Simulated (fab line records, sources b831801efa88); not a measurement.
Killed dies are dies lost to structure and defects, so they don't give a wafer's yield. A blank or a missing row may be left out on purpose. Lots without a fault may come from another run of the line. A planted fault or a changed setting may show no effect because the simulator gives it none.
fab line records | flow sky130
record lots=12 wafers=36 last_day=50
route steps=708 shown METAL3@532 METAL5@665 PASSIVATION@684 PAD_OPEN@708
lots that met no fault: from a run of the same line without faults
start_h: hours from the record's first day to the start of the lot's first wafer shown | wait_h: hours since the lot's step before | " the same as in the row above | L1.1+2: a row that stands for several wafers | - no value, or no start given | * or withheld: withheld | < > ~ a bound
route shown NAME@n: a module of which the file shows steps, and the number in the route of the first | usual: mean/standard deviation of fault-free wafers | same: alike in all rows | chamber/n: place in a boat | sites: the reading at each site | _std_site: their standard deviation | _edge_site: outer sites' mean less inner sites' | radius_mm: how far each site lies from the wafer's centre | mask NAME#n: copy n | behind: the tool/chamber that last shaped the wafer | hold: why the lot was held/for how many hours/how that ended | device: the transistor (n, p or np) that didn't switch | end of line: the same wafers' tests at the end of the route | a step without rows: its recipe alone | killed: dies lost to structure and defects at the first sort, not the wafer's yield | map: a wafer's dies, x killed, . not, _ none there
set.NAME: the setting as run; set.NAME@STEP: as run at that earlier step | model.NAME: the simulator's own value behind a step, which no gauge read
steps of the route over a sample of lots; a table a step, a row a wafer
services: from which hour (start_h, from the record's first day; less than 0 if before it) a tool's chamber was out of use, for how many hours, and why
## steps
# step SKY_METAL3_SPUTTER_00
# recipe material=Ti target_thk_nm=15 power_w=3000 time_s=10 chamber_pressure_pa=0.4
# usual throttle_valve_pct=30.0/1.2
# columns lot.wafer tool chamber start_h wait_h throttle_valve_pct
L506.1 pvd_sputter-02 - 855.53 0.1 32.5
L506.3 " - " " 31.2
L506.4 " - " " 29.2
L507.3 pvd_sputter-03 - 869.37 0.1 31.1
L507.4 " - " " 31.1
L507.6 " - " " 28.6
L508.3 pvd_sputter-02 - 871.60 0.2 32.7
L508.4 " - " " 32.3
L508.6 " - " " 31.4
L509.4 pvd_sputter-04 - 873.09 0.2 28.9
L509.5 " - " " 29.0
L509.6 " - " " 28.6
L511.2 pvd_sputter-04 - 893.81 0.2 28.8
L511.4 " - " " 29.0
L511.6 " - " " 28.9
L515.1 pvd_sputter-02 - 921.11 0.1 29.4
L515.4 " - " " 28.8
L515.6 " - " " 29.4
L517.2 pvd_sputter-02 - 933.91 0.2 32.2
L517.4 " - " " 31.2
L517.6 " - " " 28.8
L521.1 pvd_sputter-04 - 965.96 0.1 28.8
L521.4 " - " " 29.3
L521.6 " - " " 28.9
L523.3 pvd_sputter-03 - 977.03 0.1 29.9
L523.4 " - " " 28.6
L523.6 " - " " 31.1
L524.1 pvd_sputter-03 - 979.09 0.2 30.2
L524.4 " - " " 31.3
L524.6 " - " " 31.0
L527.1 pvd_sputter-02 - 1013.01 0.1 31.3
L527.3 " - " " 29.4
L527.6 " - " " 29.2
L528.2 pvd_sputter-04 - 1014.07 0.2 31.0
L528.5 " - " " 29.0
L528.6 " - " " 31.0
# step SKY_METAL5_SPUTTER_04
# recipe material=TiN target_thk_nm=70 power_w=6500 time_s=58.3 chamber_pressure_pa=0.4
# usual throttle_valve_pct=30.2/1.3
# columns lot.wafer tool chamber start_h wait_h throttle_valve_pct
L506.1 pvd_sputter-02 - 1010.39 0.0 32.2
L506.3 " - " " 29.2
L506.4 " - " " 31.4
L507.3 pvd_sputter-03 - 1021.30 0.0 30.0
L507.4 " - " " 31.4
L507.6 " - " " 28.6
L508.3 pvd_sputter-03 - 1025.05 0.0 28.6
L508.4 " - " " 30.0
L508.6 " - " " 28.5
L509.4 pvd_sputter-03 - 1026.52 0.0 28.4
L509.5 " - " " 31.0
L509.6 " - " " 31.4
L511.2 pvd_sputter-01 - 1048.16 0.0 31.6
L511.4 " - " " 30.2
L511.6 " - " " 30.7
L515.1 pvd_sputter-03 - 1070.68 0.0 28.5
L515.4 " - " " 29.8
L515.6 " - " " 31.1
L517.2 pvd_sputter-01 - 1078.45 0.0 31.9
L517.4 " - " " 27.8
L517.6 " - " " 28.0
L521.1 pvd_sputter-03 - 1109.85 0.0 31.0
L521.4 " - " " 29.8
L521.6 " - " " 28.5
L523.3 pvd_sputter-01 - 1117.37 0.0 31.7
L523.4 " - " " 27.7
L523.6 " - " " 31.3
L524.1 pvd_sputter-03 - 1117.62 0.0 31.0
L524.4 " - " " 29.8
L524.6 " - " " 31.2
L527.1 pvd_sputter-02 - 1145.11 0.0 29.3
L527.3 " - " " 31.0
L527.6 " - " " 31.0
L528.2 pvd_sputter-02 - 1146.80 0.0 28.6
L528.5 " - " " 28.8
L528.6 " - " " 31.2
# step SKY_METAL5_METAL_ETCH_15
# recipe target_depth_a=12600 stop_on=SiO2 over_etch_frac=0.2 time_s=264.4 chemistry=Cl2/BCl3 resist_sidewall_deg=86 pressure_mtorr=10 icp_w=900 bias_w=48.5 Cl2_flow_sccm=60 bcl3_flow_sccm=30
# usual drypump_motor_current_A=5.8/0.41 oes_product_au=0.891/0.0074 throttle_valve_pct=22.264/0.0096
# columns lot.wafer tool chamber start_h wait_h drypump_motor_current_A oes_product_au rf_hours_counter_h throttle_valve_pct
L506.1 rie_metal-03 1 1033.22 0.0 6.3 0.889 10 22.277
L506.3 " 1 " " 6.3 0.889 - 22.276
L506.4 " 0 " " 5.7 0.885 - 22.255
L507.3 rie_metal-03 1 1043.29 0.1 6.3 0.883 - 22.270
L507.4 " 0 " " 5.7 0.890 - 22.273
L507.6 " 1 " " 6.3 0.885 - 22.271
L508.3 rie_metal-03 1 1047.35 0.1 6.3 0.895 - 22.279
L508.4 " 0 " " 5.8 0.892 - 22.264
L508.6 " 0 " " 5.8 0.895 - 22.270
L509.4 rie_metal-02 0 1049.25 0.1 5.7 0.890 - 22.264
L509.5 " 0 " " 5.6 0.890 - 22.258
L509.6 " 1 " " 5.8 0.884 - 22.256
L511.2 rie_metal-02 0 1068.72 0.0 5.6 0.898 19 22.240
L511.4 " 0 " " 5.7 0.895 - 22.259
L511.6 " 0 " " 5.6 0.894 - 22.271
L515.1 rie_metal-01 1 1091.80 0.1 6.0 0.891 6 22.259
L515.4 " 1 " " 6.0 0.899 - 22.265
L515.6 " 1 " " 6.0 0.893 - 22.269
L517.2 rie_metal-03 1 1098.69 0.0 6.3 0.892 15 22.266
L517.4 " 1 " " 6.3 0.891 - 22.264
L517.6 " 1 " " 6.3 0.891 - 22.268
L521.1 rie_metal-01 1 1129.82 0.0 6.0 0.893 11 22.257
L521.4 " 0 " " 4.9 0.894 - 22.279
L521.6 " 1 " " 6.0 0.897 - 22.258
L523.3 rie_metal-01 0 1137.04 0.1 4.9 0.888 - 22.263
L523.4 " 1 " " 6.0 0.889 - 22.259
L523.6 " 0 " " 4.9 0.905 - 22.266
L524.1 rie_metal-03 0 1137.24 0.0 5.7 0.894 15 22.246
L524.4 " 0 " " 5.7 0.894 - 22.256
L524.6 " 1 " " 6.3 0.897 - 22.258
L527.1 rie_metal-01 0 1163.02 0.0 4.9 0.893 5 22.257
L527.3 " 0 " " 4.9 0.896 - 22.259
L527.6 " 0 " " 4.9 0.903 - 22.262
L528.2 rie_metal-02 0 1164.23 0.1 5.6 0.887 - 22.259
L528.5 " 0 " " 5.6 0.898 - 22.255
L528.6 " 0 " " 5.6 0.898 - 22.279
# step SKY_PASSIVATION_THK_MEAS_03
# recipe reads=Si3N4_of_PASSIVATION_CVD_02
# usual PASSIVATION_CVD_02_THK=540/7.1
# columns lot.wafer tool chamber start_h wait_h PASSIVATION_CVD_02_THK[nm]
L506.1 film_metro-04 - 1034.47 - 522
L506.3 " - " " 536
L506.4 " - " " 535
L507.3 film_metro-03 - 1044.37 - 539
L507.4 " - " " 551
L507.6 " - " " 542
L508.3 film_metro-02 - 1048.45 - 531
L508.4 " - " " 539
L508.6 " - " " 534
L509.4 film_metro-02 - 1050.33 - 541
L509.5 " - " " 547
L509.6 " - " " 552
L511.2 film_metro-03 - 1069.86 - 535
L511.4 " - " " 540
L511.6 " - " " 534
L515.1 film_metro-02 - 1093.17 - 533
L515.4 " - " " 542
L515.6 " - " " 557
L517.2 film_metro-04 - 1099.84 - 536
L517.4 " - " " 543
L517.6 " - " " 545
L521.1 film_metro-03 - 1130.95 - 540
L521.4 " - " " 548
L521.6 " - " " 551
L523.3 film_metro-03 - 1138.22 - 534
L523.4 " - " " 547
L523.6 " - " " 541
L524.1 film_metro-02 - 1138.44 - 534
L524.4 " - " " 548
L524.6 " - " " 543
L527.1 film_metro-03 - 1164.20 - 545
L527.3 " - " " 534
L527.6 " - " " 536
L528.2 film_metro-04 - 1165.62 - 536
L528.5 " - " " 553
L528.6 " - " " 541
# step SKY_PAD_OPEN_PROBE_99
# usual defect_limited_yield=82.5/1.8 killed_at_M0_to_M3=43/6.6 killed_at_M4_up=2.9/1.8 killed_at_contacts=25/5.3 killed_at_front_end=15/4.1 killed_at_other=0.3/0.6 killed_dies=86/8.8 killed_open=47/6.7 killed_short=39/6.2 sort_bin_3_pad_short=0.9/0.44 sort_bin_5_function=10.3/1.6 sort_bin_6_memory=6.3/1 sort_n_pass=406/8.8 sort_yield_pct=82.5/1.8
# same gross_dies=492 killed_at_back_side=0 sort_bin_4_leakage[%]=0 sort_bin_8_speed[%]=0
# columns lot.wafer tool chamber start_h wait_h hold defect_limited_yield[%] killed_at_M0_to_M3 killed_at_M4_up killed_at_contacts killed_at_front_end killed_at_other killed_dies killed_open killed_short sort_bin_3_pad_short[%] sort_bin_5_function[%] sort_bin_6_memory[%] sort_n_pass sort_yield_pct[%]
L506.1 prober-01 - 1080.28 0.1 - 84.6 42 0 23 11 0 76 44 32 0.6 10.0 4.9 416 84.6
L506.3 prober-01 - 1080.38 0.2 - 84.6 36 3 22 15 0 76 44 32 0.2 8.9 6.3 416 84.6
L506.4 prober-01 - 1080.43 0.2 - 83.7 39 1 22 18 0 80 43 37 0.6 8.7 6.9 412 83.7
L507.3 prober-02 - 1089.16 0.2 - 82.1 47 2 23 16 0 88 44 44 0.4 11.0 6.5 404 82.1
L507.4 prober-02 - 1089.21 0.2 - 80.7 53 1 27 14 0 95 51 44 1.2 10.6 7.5 397 80.7
L507.6 prober-02 - 1089.31 0.2 - 84.8 37 2 21 15 0 75 36 39 0.8 9.8 4.7 417 84.8
L508.3 prober-01 - 1092.40 0.2 - 81.5 41 1 31 17 1 91 45 46 1.2 11.8 5.5 401 81.5
L508.4 prober-01 - 1092.45 0.2 - 84.6 41 1 18 16 0 76 38 38 0.8 8.7 5.9 416 84.6
L508.6 prober-01 - 1092.55 0.2 - 83.5 50 3 13 14 1 81 39 42 1.4 8.3 6.7 411 83.5
L509.4 prober-02 - 1094.95 0.2 - 84.3 30 2 27 17 1 77 36 40 0.6 10.0 5.1 415 84.3
L509.5 prober-02 - 1095.00 0.2 - 82.7 44 3 19 18 1 85 43 42 2.0 10.4 4.9 407 82.7
L509.6 prober-02 - 1095.05 0.2 - 83.7 33 4 28 14 1 80 47 33 0.6 11.0 4.7 412 83.7
L511.2 prober-02 - 1113.17 0.1 - 81.3 45 1 26 19 1 92 54 38 1.4 11.0 6.3 400 81.3
L511.4 prober-02 - 1113.27 0.2 - 82.7 43 6 23 12 1 85 49 36 0.8 10.6 5.9 407 82.7
L511.6 prober-02 - 1113.37 0.2 - 81.7 45 5 25 15 0 90 50 40 0.8 11.4 6.1 402 81.7
L515.1 prober-01 - 1136.14 0.1 await_dispo/3.0h/release 81.3 47 3 26 16 0 92 42 36 1.8 10.4 6.5 400 81.3
L515.4 prober-01 - 1136.29 0.2 await_dispo/3.0h/release 70.3 104 4 30 8 0 146 50 35 4.3 17.3 8.1 346 70.3
L515.6 prober-01 - 1136.39 0.2 await_dispo/3.0h/release 79.7 56 3 24 17 0 100 49 34 1.4 13.4 5.5 392 79.7
L517.2 prober-01 - 1141.71 0.1 await_dispo/2.8h/release 73.6 79 0 33 18 0 130 48 40 4.3 16.3 5.9 362 73.6
L517.4 prober-01 - 1141.81 0.2 await_dispo/2.8h/release 73.6 88 2 23 17 0 130 31 34 4.1 17.3 5.1 362 73.6
L517.6 prober-01 - 1141.91 0.2 await_dispo/2.8h/release 72.6 91 2 23 18 1 135 39 39 6.1 14.0 7.3 357 72.6
L521.1 prober-01 - 1169.16 0.1 - 84.1 44 3 18 12 1 78 41 33 1.0 8.7 6.1 414 84.1
L521.4 prober-01 - 1169.31 0.2 - 86.2 38 3 16 10 1 68 36 31 0.8 8.5 4.5 424 86.2
L521.6 prober-01 - 1169.41 0.2 - 82.5 50 3 23 10 0 86 36 50 1.4 8.9 7.1 406 82.5
L523.3 prober-01 - 1176.62 0.2 - 83.9 38 3 30 8 0 79 43 36 0.6 10.6 4.9 413 83.9
L523.4 prober-01 - 1176.67 0.2 - 87.0 29 2 26 7 0 64 33 31 0.6 8.5 3.9 428 87.0
L523.6 prober-01 - 1176.77 0.2 - 83.1 43 8 17 15 0 83 39 44 1.0 10.2 5.7 409 83.1
L524.1 prober-02 - 1176.70 0.1 - 81.5 43 2 24 22 0 91 46 43 1.0 10.8 6.7 401 81.5
L524.4 prober-02 - 1176.85 0.2 - 81.7 36 4 29 21 0 90 44 46 1.2 10.6 6.5 402 81.7
L524.6 prober-02 - 1176.95 0.2 - 81.3 42 2 29 19 0 92 54 38 0.8 10.4 7.5 400 81.3
L527.1 prober-01 - 1199.09 0.1 - 80.9 45 4 24 20 1 94 55 38 1.6 10.4 7.1 398 80.9
L527.3 prober-01 - 1199.19 0.2 - 80.7 52 4 22 17 0 95 50 45 1.2 10.8 7.3 397 80.7
L527.6 prober-01 - 1199.34 0.2 - 82.3 42 0 30 14 1 87 54 32 0.8 11.8 5.1 405 82.3
L528.2 prober-02 - 1200.68 0.1 - 83.3 43 3 26 10 0 82 45 37 0.8 9.6 6.3 410 83.3
L528.5 prober-02 - 1200.83 0.2 - 82.1 44 3 27 14 0 88 43 45 1.4 8.9 7.5 404 82.1
L528.6 prober-02 - 1200.88 0.2 - 82.5 44 1 22 19 0 86 49 37 0.6 11.4 5.5 406 82.5
# killed by level:class
L506.1 CONTACT:geometric_particle:open=11 VIA1:geometric_particle:open=10 METAL2:geometric_particle:short=9 VIA3:geometric_particle:open=5 LI_CONTACT:geometric_particle:open=4 VIA2:geometric_particle:open=4 FIELD_ISO:geometric_particle:short=3 FIELD_ISO:geometric_particle:open=3
L506.3 VIA1:geometric_particle:open=8 CONTACT:geometric_particle:open=7 LI_CONTACT:geometric_particle:open=7 METAL2:geometric_particle:short=6 VIA1:geometric_particle:short=6 FIELD_ISO:geometric_particle:open=5 CONTACT:geometric_particle:short=4 VIA3:geometric_particle:open=4
L506.4 VIA1:geometric_particle:open=9 VIA2:geometric_particle:open=9 CONTACT:geometric_particle:open=7 POLY_GATE:geometric_particle:short=6 METAL1:geometric_particle:short=5 LOCAL_INTERCONNECT:geometric_particle:short=5 FIELD_ISO:geometric_particle:open=4 POLY_GATE:geometric_particle:open=4
L507.3 VIA2:geometric_particle:open=13 CONTACT:geometric_particle:open=7 CONTACT:geometric_particle:short=7 METAL1:geometric_particle:short=6 VIA3:geometric_particle:open=6 VIA1:geometric_particle:open=5 METAL3:geometric_particle:short=5 FIELD_ISO:geometric_particle:short=4
L507.4 VIA3:geometric_particle:open=12 LI_CONTACT:geometric_particle:open=9 VIA1:geometric_particle:open=9 VIA1:geometric_particle:short=7 METAL2:geometric_particle:short=6 CONTACT:geometric_particle:short=6 VIA2:geometric_particle:open=6 LOCAL_INTERCONNECT:geometric_particle:short=4
L507.6 CONTACT:geometric_particle:open=7 VIA2:geometric_particle:open=6 LI_CONTACT:geometric_particle:open=5 METAL2:geometric_particle:short=5 METAL1:geometric_particle:short=5 POLY_GATE:geometric_particle:open=4 VIA3:geometric_particle:open=4 CONTACT:geometric_particle:short=4
L508.3 LI_CONTACT:geometric_particle:open=10 VIA1:geometric_particle:open=8 METAL1:geometric_particle:short=8 CONTACT:geometric_particle:short=7 LI_CONTACT:geometric_particle:short=5 CONTACT:geometric_particle:open=5 METAL2:geometric_particle:short=5 VIA2:geometric_particle:open=5
L508.4 CONTACT:geometric_particle:open=9 VIA3:geometric_particle:open=7 VIA2:geometric_particle:open=6 METAL2:geometric_particle:short=5 POLY_GATE:geometric_particle:open=4 LI_CONTACT:geometric_particle:short=4 METAL1:geometric_particle:short=4 VIA1:geometric_particle:short=4
L508.6 VIA1:geometric_particle:open=10 VIA2:geometric_particle:open=8 VIA2:geometric_particle:short=8 METAL2:geometric_particle:short=5 VIA3:geometric_particle:open=5 LOCAL_INTERCONNECT:geometric_particle:short=4 CONTACT:geometric_particle:open=4 METAL1:geometric_particle:short=4
L509.4 CONTACT:geometric_particle:open=12 VIA1:geometric_particle:open=7 FIELD_ISO:geometric_particle:short=6 POLY_GATE:geometric_particle:short=6 LI_CONTACT:geometric_particle:open=6 CONTACT:geometric_particle:short=4 VIA1:geometric_particle:short=4 METAL2:geometric_particle:short=4
L509.5 VIA1:geometric_particle:open=10 FIELD_ISO:geometric_particle:short=6 CONTACT:geometric_particle:open=6 VIA2:geometric_particle:open=6 LOCAL_INTERCONNECT:geometric_particle:short=5 VIA3:geometric_particle:open=4 POLY_GATE:geometric_particle:short=4 LI_CONTACT:geometric_particle:open=4
L509.6 LI_CONTACT:geometric_particle:open=12 CONTACT:geometric_particle:open=9 METAL2:geometric_particle:short=6 VIA2:geometric_particle:open=5 VIA3:geometric_particle:short=5 POLY_GATE:geometric_particle:open=4 METAL1:geometric_particle:open=4 FIELD_ISO:geometric_particle:short=3
L511.2 VIA1:geometric_particle:open=12 VIA2:geometric_particle:open=11 CONTACT:geometric_particle:open=8 CONTACT:geometric_particle:short=7 FIELD_ISO:geometric_particle:open=6 LI_CONTACT:geometric_particle:open=5 VIA3:geometric_particle:open=5 VIA1:geometric_particle:short=4
L511.4 VIA1:geometric_particle:open=15 CONTACT:geometric_particle:open=13 METAL1:geometric_particle:short=6 VIA3:geometric_particle:open=6 VIA2:geometric_particle:open=5 METAL2:geometric_particle:short=4 METAL3:geometric_particle:short=4 METAL4:geometric_particle:short=4
L511.6 VIA1:geometric_particle:open=14 CONTACT:geometric_particle:open=8 LI_CONTACT:geometric_particle:open=7 METAL1:geometric_particle:short=6 VIA1:geometric_particle:short=6 LOCAL_INTERCONNECT:geometric_particle:short=5 FIELD_ISO:geometric_particle:short=4 POLY_GATE:geometric_particle:open=4
L515.1 METAL3:unspecified=14 LI_CONTACT:geometric_particle:open=9 VIA2:geometric_particle:open=7 CONTACT:geometric_particle:short=6 FIELD_ISO:geometric_particle:open=5 VIA3:geometric_particle:open=5 LOCAL_INTERCONNECT:geometric_particle:short=4 POLY_GATE:geometric_particle:open=4
L515.4 METAL3:unspecified=61 CONTACT:geometric_particle:open=11 VIA1:geometric_particle:open=11 LI_CONTACT:geometric_particle:open=9 LI_CONTACT:geometric_particle:short=7 VIA2:geometric_particle:open=7 VIA1:geometric_particle:short=6 VIA3:geometric_particle:open=6
L515.6 METAL3:unspecified=16 CONTACT:geometric_particle:open=10 VIA1:geometric_particle:open=8 VIA3:geometric_particle:short=8 VIA3:geometric_particle:open=8 LI_CONTACT:geometric_particle:open=7 FIELD_ISO:geometric_particle:open=4 POLY_GATE:geometric_particle:short=4
L517.2 METAL3:unspecified=42 LI_CONTACT:geometric_particle:open=11 CONTACT:geometric_particle:open=11 VIA1:geometric_particle:open=10 METAL2:geometric_particle:short=9 POLY_GATE:geometric_particle:short=4 CONTACT:geometric_particle:short=4 METAL1:geometric_particle:short=4
L517.4 METAL3:unspecified=64 LI_CONTACT:geometric_particle:open=11 VIA3:geometric_particle:open=6 FIELD_ISO:geometric_particle:short=5 VIA1:geometric_particle:short=5 METAL2:geometric_particle:short=5 FIELD_ISO:geometric_particle:open=4 LOCAL_INTERCONNECT:geometric_particle:short=4
L517.6 METAL3:unspecified=57 CONTACT:geometric_particle:open=14 VIA1:geometric_particle:open=9 METAL2:geometric_particle:short=6 FIELD_ISO:geometric_particle:short=5 POLY_GATE:geometric_particle:short=5 METAL1:geometric_particle:short=5 CONTACT:geometric_particle:short=5
L521.1 CONTACT:geometric_particle:open=10 VIA1:geometric_particle:open=9 VIA2:geometric_particle:open=8 METAL2:geometric_particle:short=6 FIELD_ISO:geometric_particle:open=5 CONTACT:geometric_particle:short=5 VIA3:geometric_particle:open=5 VIA3:geometric_particle:short=4
L521.4 VIA1:geometric_particle:open=7 VIA2:geometric_particle:open=7 LI_CONTACT:geometric_particle:open=6 CONTACT:geometric_particle:open=6 METAL2:geometric_particle:short=6 VIA2:geometric_particle:short=4 METAL3:geometric_particle:short=4 FIELD_ISO:geometric_particle:short=3
L521.6 VIA1:geometric_particle:short=9 METAL2:geometric_particle:short=9 VIA1:geometric_particle:open=8 LI_CONTACT:geometric_particle:open=7 CONTACT:geometric_particle:open=6 LOCAL_INTERCONNECT:geometric_particle:short=5 VIA2:geometric_particle:open=5 LI_CONTACT:geometric_particle:short=4
L523.3 LI_CONTACT:geometric_particle:open=10 CONTACT:geometric_particle:open=10 METAL2:geometric_particle:short=7 VIA3:geometric_particle:open=7 VIA2:geometric_particle:open=6 METAL1:geometric_particle:short=6 VIA1:geometric_particle:open=5 CONTACT:geometric_particle:short=5
L523.4 LI_CONTACT:geometric_particle:open=11 VIA1:geometric_particle:open=9 LOCAL_INTERCONNECT:geometric_particle:short=5 CONTACT:geometric_particle:short=5 VIA2:geometric_particle:short=4 VIA1:geometric_particle:short=4 VIA3:geometric_particle:open=3 LI_CONTACT:geometric_particle:short=3
L524.1 VIA1:geometric_particle:open=10 POLY_GATE:geometric_particle:open=6 LI_CONTACT:geometric_particle:open=6 VIA3:geometric_particle:open=6 CONTACT:geometric_particle:short=5 CONTACT:geometric_particle:open=5 VIA2:geometric_particle:open=5 METAL1:geometric_particle:short=5
L523.6 VIA1:geometric_particle:short=8 VIA1:geometric_particle:open=8 LI_CONTACT:geometric_particle:short=7 METAL2:geometric_particle:short=6 CONTACT:geometric_particle:open=6 METAL4:geometric_particle:short=6 METAL1:geometric_particle:open=5 POLY_GATE:geometric_particle:open=4
L524.4 LI_CONTACT:geometric_particle:open=10 VIA1:geometric_particle:open=8 FIELD_ISO:geometric_particle:short=7 CONTACT:geometric_particle:open=7 VIA1:geometric_particle:short=7 FIELD_ISO:geometric_particle:open=6 LI_CONTACT:geometric_particle:short=5 METAL2:geometric_particle:short=5
L524.6 CONTACT:geometric_particle:open=12 LI_CONTACT:geometric_particle:open=10 VIA2:geometric_particle:open=10 METAL1:geometric_particle:short=8 VIA1:geometric_particle:open=8 CONTACT:geometric_particle:short=6 FIELD_ISO:geometric_particle:short=5 POLY_GATE:geometric_particle:open=5
L527.1 VIA1:geometric_particle:open=13 VIA3:geometric_particle:open=10 CONTACT:geometric_particle:open=9 VIA2:geometric_particle:open=9 LOCAL_INTERCONNECT:geometric_particle:short=6 POLY_GATE:geometric_particle:open=5 CONTACT:geometric_particle:short=5 METAL1:geometric_particle:short=5
L527.3 VIA1:geometric_particle:open=12 VIA2:geometric_particle:open=9 VIA3:geometric_particle:open=8 FIELD_ISO:geometric_particle:short=6 LOCAL_INTERCONNECT:geometric_particle:short=6 CONTACT:geometric_particle:open=6 METAL2:geometric_particle:short=6 METAL1:geometric_particle:short=5
L527.6 VIA1:geometric_particle:open=14 CONTACT:geometric_particle:open=9 LI_CONTACT:geometric_particle:open=8 LOCAL_INTERCONNECT:geometric_particle:short=7 VIA3:geometric_particle:open=7 VIA2:geometric_particle:open=6 CONTACT:geometric_particle:short=5 FIELD_ISO:geometric_particle:short=3
L528.2 VIA2:geometric_particle:open=9 CONTACT:geometric_particle:open=7 VIA3:geometric_particle:open=7 VIA1:geometric_particle:open=6 VIA1:geometric_particle:short=6 LI_CONTACT:geometric_particle:open=5 CONTACT:geometric_particle:short=5 FIELD_ISO:geometric_particle:open=4
L528.5 CONTACT:geometric_particle:open=12 VIA1:geometric_particle:open=12 FIELD_ISO:geometric_particle:short=6 METAL1:geometric_particle:short=6 POLY_GATE:geometric_particle:short=4 LI_CONTACT:geometric_particle:short=4 VIA2:geometric_particle:open=4 METAL2:geometric_particle:short=4
L528.6 CONTACT:geometric_particle:open=12 VIA1:geometric_particle:open=11 POLY_GATE:geometric_particle:open=6 LI_CONTACT:geometric_particle:open=6 METAL1:geometric_particle:short=6 VIA2:geometric_particle:open=6 METAL2:geometric_particle:short=6 FIELD_ISO:geometric_particle:short=4
## services
# columns tool chamber start_h hours kind
pvd_sputter-03 3 837.15 - consumable_replace:kit
pvd_sputter-03 3 837.15 18.0 scheduled_down
pvd_sputter-02 - 852.24 1.9 repair
pvd_sputter-01 - 865.53 0.6 repair
rie_metal-03 - 889.43 4.0 pm
pvd_sputter-01 - 890.58 10.3 repair
pvd_sputter-03 - 905.76 5.1 repair
pvd_sputter-04 - 914.72 5.5 repair
pvd_sputter-01 - 925.37 2.8 repair
pvd_sputter-02 - 964.56 1.4 repair
pvd_sputter-01 - 978.30 0.6 repair
rie_metal-01 - 995.67 4.0 pm
pvd_sputter-01 - 995.90 0.6 repair
pvd_sputter-02 - 999.87 5.3 repair
rie_metal-01 - 999.88 1.0 repair
pvd_sputter-04 - 1008.71 3.7 repair
rie_metal-01 1 1018.16 5.2 repair
pvd_sputter-04 - 1033.20 4.8 repair
rie_metal-01 - 1047.35 2.8 pm
pvd_sputter-01 - 1082.31 2.5 repair
pvd_sputter-01 - 1108.10 0.7 repair
rie_metal-02 - 1109.75 1.4 pm
rie_metal-02 - 1134.71 14.6 pm
rie_metal-03 1 1161.72 15.3 repair
## key
first_sign step=SKY_PAD_OPEN_PROBE_99 reading=sort_bin_3_pad_short direction=up sigmas=6.2 usual=0.9 struck=3.7
effect step=SKY_PAD_OPEN_PROBE_99 reading=killed_at_M0_to_M3 direction=up sigmas=5.3 usual=43 struck=78 wafers_moved=5
met_at SKY_METAL3_SPUTTER_00
struck_lots L515,L517
not_acting_at SKY_METAL5_SPUTTER_04,SKY_METAL5_METAL_ETCH_15,SKY_PASSIVATION_THK_MEAS_03
onset_between 871.60 921.11
fault kind=chamber_particle_source tool=pvd_sputter-02 chamber=- onset_h=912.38 steps=SKY_METAL3_SPUTTER_00 rate_per_visit_cm2=1.7842 end_h=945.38
